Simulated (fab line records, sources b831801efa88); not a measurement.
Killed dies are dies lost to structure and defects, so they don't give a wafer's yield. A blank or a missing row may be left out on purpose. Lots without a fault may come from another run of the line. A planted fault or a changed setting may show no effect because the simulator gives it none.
A struck lot beside a sound one | flow gf180mcu | 22 steps out of a route of 602
Sound: wafers L353.1, L353.2, L353.6. Struck: wafers L366.3, L366.4, L366.5. The cause comes at the end.
At each step with rows: each side's tool, then ch and its chambers, then its first start. Under that, the readings that differ: sound wafers | struck wafers | difference of the means | sigmas: that difference in standard deviations of wafers without a fault.
alike: readings whose means differ by less than 2 such deviations, and words and numbers that are the same on both sides. not compared: withheld readings, readings that some wafer has no value for, bounds like >300 that may hide the same value, and numbers for which the record gives no deviation and whose values overlap.
The two part at a step that has a row with sigmas, a row that says differs or no value, or rows on one side only. Numbers that don't overlap but have no deviation are shown without sigmas and don't part them. A reading that every wafer of one side lacks parts them only if that side has two wafers or more.

GF_VT_IMPLANT_RTA_45: time 30 s.
  sound on rtp_anneal-01 ch 0, day 8 03:34; struck on rtp_anneal-01 ch 0, day 11 17:07
  alike: lamp_power_pct, wafer_temp_C_max
GF_VT_IMPLANT_RS_MEAS_46: measures by four-point-probe.
  sound on film_metro-02, day 8 03:40; struck on film_metro-02, day 11 17:13
  alike: MVSD_RS
GF_VT_IMPLANT_RS_MEAS_47: measures by four-point-probe.
  sound on film_metro-02, day 8 03:47; struck on film_metro-02, day 11 17:20
  alike: NWELL_RS
GF_VT_IMPLANT_RS_MEAS_48: measures by four-point-probe.
  sound on film_metro-02, day 8 03:54; struck on film_metro-02, day 11 17:27
  alike: LVPWELL_RS
GF_VT_IMPLANT_RS_MEAS_49: measures by four-point-probe.
  sound on film_metro-02, day 8 04:01; struck on film_metro-02, day 11 17:34
  alike: MVPSD_RS
then, 4 steps without rows for these wafers: GF_VT_IMPLANT_WET_ETCH_50 (etches SiO2 in dHF, target depth 20 nm, time 400 s); GF_DUAL_GATE_CLEAN_00 (cleans in SC1/SC2, time 150 s); GF_DUAL_GATE_CLEAN_01 (cleans in dHF, time 20 s); GF_DUAL_GATE_OXIDATION_02 (stabilise 600 s, purge 300 s, target thk 10.887 nm).
GF_DUAL_GATE_THK_MEAS_03:
  sound on film_metro-04, day 8 06:01; struck on film_metro-01, day 11 20:29
  alike: DUAL_GATE_OXIDATION_00_THK
then, 2 steps without rows for these wafers: GF_DUAL_GATE_DEHYDRATE_04 (time 60 s); GF_DUAL_GATE_HMDS_05 (prime time 60 s).
GF_DUAL_GATE_COAT_06: resist thk 1000 nm.
  sound on litho_track-03 ch 0, day 8 13:38; struck on litho_track-01 ch 0, day 12 05:55
  reading                                        | sound             | struck         | difference | sigmas
  model.NOVOLAK_of_DUAL_GATE_COAT_06.thk_nm (nm) | 995.3 996.2 998.5 | 1077 1076 1076 | +80        |
  alike: chill_plate_temp_C
then, 3 steps without rows for these wafers: GF_DUAL_GATE_SOFTBAKE_07 (time 60 s); GF_DUAL_GATE_EXPOSE_08 (exposes mask Dualgate, target cd 700 nm); GF_DUAL_GATE_PEB_09.
GF_DUAL_GATE_DEVELOP_10: develop time 60 s.
  sound on litho_track-03 ch 0, day 8 22:38; struck on litho_track-01 ch 0, day 12 15:25
  reading                                        | sound             | struck         | difference | sigmas
  model.NOVOLAK_of_DUAL_GATE_COAT_06.thk_nm (nm) | 994.9 995.8 998.1 | 1077 1075 1075 | +79        |
  alike: chill_plate_temp_C
GF_DUAL_GATE_OVL_MEAS_11:
  sound on overlay-01, day 8 22:47; struck on overlay-01, day 12 15:31
  alike: DUAL_GATE_OVL
then, 1 step without rows for these wafers: GF_DUAL_GATE_WET_ETCH_12 (etches SiO2 in dHF, target depth 13 nm, time 260 s).
GF_DUAL_GATE_STRIP_13: strips in O2/N2.
  sound on plasma_asher-02 ch 0,1, day 8 22:53; struck on plasma_asher-01 ch 0,1, day 12 15:40
  reading                      | sound             | struck            | difference | sigmas
  strip_time_to_endpoint_s (s) | 12.57 12.59 12.61 | 13.42 13.42 13.43 | +0.83      | +27
  alike: drypump_motor_current_A, heater_power_w, n2_flow_sccm, oes_product_au
  not compared: rf_hours_counter_h
then, 1 step without rows for these wafers: GF_DUAL_GATE_CLEAN_14 (cleans in SC1/SC2, time 150 s).
-- the record jumps here: 21 days lie between the struck wafers' starts before and after (it left off in module DUAL_GATE and takes up again in module PASSIVATION, whose first step shown is number 602 of the route) --
GF_PASSIVATION_PROBE_99:
  the record has rows for the struck wafers here (prober-01, day 33 04:14) and none for the sound ones

WHERE THEY PART
First at GF_DUAL_GATE_STRIP_13; last, within this record, at GF_PASSIVATION_PROBE_99.

WHY: what the simulator had put in
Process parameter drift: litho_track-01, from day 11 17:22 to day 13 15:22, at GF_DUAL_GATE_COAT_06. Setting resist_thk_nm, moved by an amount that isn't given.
